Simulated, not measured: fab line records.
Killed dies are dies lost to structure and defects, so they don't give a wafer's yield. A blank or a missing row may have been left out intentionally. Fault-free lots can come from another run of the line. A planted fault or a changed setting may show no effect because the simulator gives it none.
Split-lot experiment | flow sky130 | route with 708 steps; 5 lots, 23 wafers read

== ON THE SPLIT ==
At SKY_METAL5_SPUTTER_01 (material TiN, target thk 20 nm, time 16.7 s), the setting powerW was moved away from the recipe's 6500 W on 8 of the 23 wafers read, by +9.5% to +11.0%. For the rest of the wafers, this setting stayed at what the recipe calls for.

Reading taken at the split's own step.

== THE READING ==
TiN_of_METAL5_SPUTTER_01.thkNm (the simulator's own value, which no gauge read), in nm, at SKY_METAL5_SPUTTER_01 (material TiN, target thk 20 nm, time 16.7 s). The file gives no usual value for it. Here, 15 wafers ran the recipe; their average is 19.99 nm with a standard deviation of 0.22 nm.

wafer  | tool, chamber at the split | powerW as run, W | against the recipe | TiN_of_METAL5_SPUTTER_01.thkNm, nm | against lot-mates on the recipe
L079.1 | pvdSputter-03, -           | 7218             | +11.0%             | 22.32                              | +2.31
L079.2 | pvdSputter-03, -           | 6500             | recipe             | 19.88                              | -
L079.3 | pvdSputter-03, -           | 6500             | recipe             | 20.14                              | -
L079.4 | pvdSputter-03, -           | 7218             | +11.0%             | 22.34                              | +2.33
L079.6 | pvdSputter-03, -           | 7218             | +11.0%             | 21.95                              | +1.94
L077.1 | pvdSputter-03, -           | 7116             | +9.5%              | 22.02                              | +1.93
L077.2 | pvdSputter-03, -           | 6500             | recipe             | 20.08                              | -
L077.3 | pvdSputter-03, -           | 7116             | +9.5%              | 21.98                              | +1.89
L077.5 | pvdSputter-03, -           | 6500             | recipe             | 19.96                              | -
L077.6 | pvdSputter-03, -           | 6500             | recipe             | 20.23                              | -
L080.1 | pvdSputter-04, -           | 6500             | recipe             | 20.17                              | -
L080.2 | pvdSputter-04, -           | 7175             | +10.4%             | 22.09                              | +1.90
L080.4 | pvdSputter-04, -           | 7175             | +10.4%             | 21.93                              | +1.74
L080.5 | pvdSputter-04, -           | 7175             | +10.4%             | 22.08                              | +1.89
L080.6 | pvdSputter-04, -           | 6500             | recipe             | 20.21                              | -
L084.1 | pvdSputter-03, -           | 6500             | recipe             | 19.76                              | -
L084.3 | pvdSputter-03, -           | 6500             | recipe             | 19.62                              | -
L084.4 | pvdSputter-03, -           | 6500             | recipe             | 19.77                              | -
L084.5 | pvdSputter-03, -           | 6500             | recipe             | 19.75                              | -
L084.6 | pvdSputter-03, -           | 6500             | recipe             | 19.73                              | -
L085.3 | pvdSputter-03, -           | 6500             | recipe             | 20.3                               | -
L085.4 | pvdSputter-03, -           | 6500             | recipe             | 20.25                              | -
L085.5 | pvdSputter-03, -           | 6500             | recipe             | 20.05                              | -

THE FIT
A straight line over all 23 wafers: TiN_of_METAL5_SPUTTER_01.thkNm changes by +0.201 nm for each +1% of powerW; r = +0.98; the points scatter about the line by 0.2 nm.
The same after taking each lot's own level away (the mean of its wafers on the recipe; 23 wafers): +0.191 nm for each +1%; r = +0.99; scatter 0.13 nm.
On that fit, the largest move of powerW shifts the reading by 2.1 nm.
The span of the lots' own levels, 19.726 to 20.200 nm, comes to 2.2 times the standard deviation stated above.
So the lot-to-lot level changes the slope little: the two slopes agree.
Check: +2.08 nm against its lot-mates is what the line predicts for one of the wafers moved furthest among these (+11.0%) when that wafer is left out of the fit. It came out at +2.31 nm against them.

== THESE WAFERS: OTHER SPLITS ==
Note: prior to the reading, these wafers also went through further splits. Each is held against what the fit with the lots' levels taken away leaves over:
other split on the same wafers        | wafers away from the commonest value | r with TiN_of_METAL5_SPUTTER_01.thkNm (lot level and that fit taken away)
SKY_VIA4_SPUTTER_17 chamberPressurePa | 5                                    | +0.38

== THE FILE'S OWN FIT ==
TiN_of_METAL5_SPUTTER_01.thkNm changes by +0.192 nm for each +1% of powerW, r = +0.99.
